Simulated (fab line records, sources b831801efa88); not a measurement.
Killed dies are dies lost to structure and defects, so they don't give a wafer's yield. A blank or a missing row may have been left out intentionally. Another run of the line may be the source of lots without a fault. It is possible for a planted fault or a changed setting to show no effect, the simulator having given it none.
fab line records + flow sfqLine
record:
- lots: 13
- wafers: 38
- lastDay: 77
route steps=325 shown M3@129
lots that met no fault: taken from a fault-free run of the same line
startH: the number of hours between the record's first day and the start of the first shown wafer of the lot + waitH: hours elapsed since this lot's preceding step + " repeats the value in the row above + L1.1+2: a row that stands for several wafers + - either no value or no given start + * or withheld: withheld + < > ~ a bound
route shown NAME@n: NAME is a module with steps in the file, n the number in the route of the first one + usual: the fault-free wafers' mean and standard deviation + same: alike in all rows + chamber/n: place in a boat + sites: readings site by site + _std_site: standard deviation across them + _edge_site: outer sites' mean less inner sites' + radiusMm: how far each site lies from the wafer's centre + mask NAME#n: copy n + behind: the tool/chamber that last shaped the wafer + hold: why the lot went on hold/how many hours it stayed there/how the hold came to an end + device: transistor that didn't switch, given as n, p or np + end of line: the tests these same wafers got at the end of their route + a step given without rows: its recipe and nothing more + killed: not the wafer's yield, but the dies lost to structure and defects at the first sort + map: shows each die of a wafer: x if killed, . if not, _ if none is there
set.NAME: the setting that was run; set.NAME@STEP: the one run at that earlier step + model.NAME: the simulator's own value behind a step, which no gauge read
the route's steps for a sample of lots (tables are steps, rows are wafers)
services: when a tool's chamber went out of use (startH, in hours from the record's first day, below 0 if earlier), for how many hours, and the reason
== steps ==
step: SFQ_TRILAYER_M3_BARC_OPEN_METAL_ETCH_100
recipe:
- maskMaterial: PR
- chemistry: O2
- targetDepthNm: 125
- target: BARC
- icpW: 600
- biasW: 80
- pressureMtorr: 10
- timeS: 41.7
usual:
- drypumpMotorCurrentA: 5.6/0.4
- oesProductAu: 0.685/0.0045
- runLengthS: 70.3/1
| lot.wafer | tool        | chamber | startH | waitH | drypumpMotorCurrentA | oesProductAu | rfHoursCounterH | runLengthS |
|-----------|-------------|---------|--------|-------|----------------------|--------------|-----------------|------------|
| L845.2    | rieMetal-04 | 1       | 651.74 | 0.0   | 5.8                  | 0.683        | 4               | 70.3       |
| L845.3    | "           | 1       | "      | "     | 5.8                  | 0.691        | -               | 70.6       |
| L845.5    | "           | 1       | "      | "     | 5.8                  | 0.680        | -               | 70.8       |
| L846.2    | rieMetal-03 | 0       | 658.94 | 0.0   | 5.1                  | 0.683        | 31              | 69.6       |
| L846.4    | "           | 0       | "      | "     | 5.1                  | 0.685        | -               | 69.5       |
| L846.6    | "           | 0       | "      | "     | 5.1                  | 0.689        | -               | 69.4       |
| L848.1    | rieMetal-03 | 0       | 669.39 | 0.0   | 5.1                  | 0.687        | 33              | 69.9       |
| L848.2    | "           | 1       | "      | "     | 5.3                  | 0.682        | 22              | 69.7       |
| L848.6    | "           | 0       | "      | "     | 5.1                  | 0.681        | -               | 69.4       |
| L857.2    | rieMetal-03 | 0       | 731.34 | 0.0   | 5.1                  | 0.819        | 45              | 60.8       |
| L857.6    | "           | 1       | "      | "     | 5.3                  | 0.692        | -               | 69.9       |
| L858.2    | rieMetal-04 | 0       | 742.14 | 0.0   | 6.0                  | 0.685        | 40              | 69.5       |
| L858.4    | "           | 0       | "      | "     | 6.0                  | 0.690        | -               | 69.8       |
| L858.6    | "           | 1       | "      | "     | 5.8                  | 0.692        | -               | 70.4       |
| L859.1    | rieMetal-04 | 1       | 746.94 | 0.0   | 5.8                  | 0.687        | 23              | 70.6       |
| L859.5    | "           | 1       | "      | "     | 5.8                  | 0.684        | -               | 70.3       |
| L859.6    | "           | 1       | "      | "     | 5.8                  | 0.683        | -               | 70.4       |
| L860.1    | rieMetal-02 | 0       | 754.14 | 0.0   | 6.3                  | 0.696        | 91              | 69.8       |
| L860.4    | "           | 0       | "      | "     | 6.4                  | 0.688        | -               | 69.9       |
| L860.5    | "           | 0       | "      | "     | 6.4                  | 0.678        | -               | 69.7       |
| L863.1    | rieMetal-02 | 1       | 772.14 | 0.0   | 5.6                  | 0.680        | 114             | 69.8       |
| L863.2    | "           | 0       | "      | "     | 6.4                  | 0.682        | 95              | 69.7       |
| L863.3    | "           | 0       | "      | "     | 6.4                  | 0.682        | -               | 70.5       |
| L864.1    | rieMetal-03 | 0       | 782.94 | 0.0   | 5.1                  | 0.684        | 52              | 69.2       |
| L864.2    | "           | 1       | "      | "     | 5.3                  | 0.678        | 41              | 69.7       |
| L864.5    | "           | 0       | "      | "     | 5.1                  | 0.688        | -               | 69.6       |
| L865.2    | rieMetal-03 | 0       | 786.54 | 0.0   | 5.1                  | 0.682        | 53              | 69.4       |
| L865.3    | "           | 0       | "      | "     | 5.1                  | 0.693        | -               | 69.3       |
| L865.5    | "           | 0       | "      | "     | 5.1                  | 0.679        | -               | 69.1       |
| L866.1    | rieMetal-02 | 1       | 791.34 | 0.0   | 5.6                  | 0.678        | 117             | 73.0       |
| L866.4    | "           | 1       | "      | "     | 5.6                  | 0.684        | -               | 73.4       |
| L866.5    | "           | 0       | "      | "     | 6.3                  | 0.680        | -               | 72.8       |
| L867.4    | rieMetal-04 | 0       | 797.36 | 0.0   | 6.0                  | 0.686        | -               | 69.7       |
| L867.5    | "           | 1       | "      | "     | 5.8                  | 0.680        | -               | 70.5       |
| L867.6    | "           | 0       | "      | "     | 6.0                  | 0.687        | -               | 69.5       |
| L868.2    | rieMetal-04 | 1       | 799.74 | 0.0   | 5.8                  | 0.686        | 32              | 70.6       |
| L868.5    | "           | 0       | "      | "     | 6.0                  | 0.685        | -               | 69.6       |
| L868.6    | "           | 1       | "      | "     | 5.8                  | 0.686        | -               | 70.6       |
== services ==
| tool        | chamber | startH | hours | kind   |
|-------------|---------|--------|-------|--------|
| rieMetal-03 | -       | 634.14 | 0.8   | repair |
| rieMetal-04 | 0       | 647.77 | 1.8   | repair |
| rieMetal-04 | 0       | 744.87 | 3.7   | repair |
| rieMetal-03 | -       | 761.45 | 0.2   | repair |
== key ==
firstSign:
- step: SFQ_TRILAYER_M3_BARC_OPEN_METAL_ETCH_100
- reading: oesProductAu
- direction: up
- sigmas: 30
- usual: 0.685
- struck: 0.819
effect:
- step: SFQ_TRILAYER_M3_BARC_OPEN_METAL_ETCH_100
- reading: runLengthS
- direction: down
- sigmas: 9.1
- usual: *
- struck: *
metAt SFQ_TRILAYER_M3_BARC_OPEN_METAL_ETCH_100
struckLots L857
struckWafers L857.2
onsetBetween 669.39 731.34
fault:
- kind: processParameterDrift
- tool: rieMetal-03
- chamber: -
- onsetH: 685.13
- steps: SFQ_TRILAYER_M3_BARC_OPEN_METAL_ETCH_100
- channel: timeS
- offset: *
- shape: step
- endH: 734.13
- scope: struckWafersOnly
- actsIn: *
- stated: *
